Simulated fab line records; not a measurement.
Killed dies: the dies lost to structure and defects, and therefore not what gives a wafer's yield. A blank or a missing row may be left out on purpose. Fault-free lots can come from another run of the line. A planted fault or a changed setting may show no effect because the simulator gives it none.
Matching of chambers ; flow sky130 ; SKY_VIA4_CMP_02 on cmp-02 has 4 sister chambers
The step polishes SiO2. 4 wafers are shown with their chamber, then 9 later ones without.

EACH WAFER AND ITS CHAMBER
wafer;chamber;motor_current_A (A)
L953.6;2;11.6
L964.1;3;12.0
L964.5;0;12.5
L964.6;1;12.9

WAFERS WHOSE CHAMBER IS MISSING
wafer;motor_current_A (A)
L966.2;11.8
L966.4;11.3
L966.5;12.5
L967.4;13.1
L967.5;12.9
L967.6;13.1
L968.1;12.4
L968.5;12.6
L968.6;13.2

EACH ONE'S CHAMBER
wafer;from the rows above;in truth
L966.2;can't be placed: 3 or 2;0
L966.4;2;2
L966.5;0;0
L967.4;1;1
L967.5;1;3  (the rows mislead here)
L967.6;1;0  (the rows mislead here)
L968.1;can't be placed: 0 or 3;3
L968.5;can't be placed: 0 or 1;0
L968.6;1;1
4 of 9 placed correctly. Cannot be placed on the basis of these rows: 3; the candidates contain the true chamber in 2. Number placed wrongly: 2.
How it was worked out, from the rows above alone: a wafer's distance from a chamber is the root of the sum, over the readings, of the square of ((its reading less the chamber's mean) divided by the reading's scatter). The wafer belongs to the nearest chamber; if the next one is less than 2 further off, it can't be placed. Each chamber's mean is taken over the wafers shown for it. The scatter: with one shown wafer a chamber, the root of the mean of the squares of how far each hidden wafer lies from its nearest shown one.
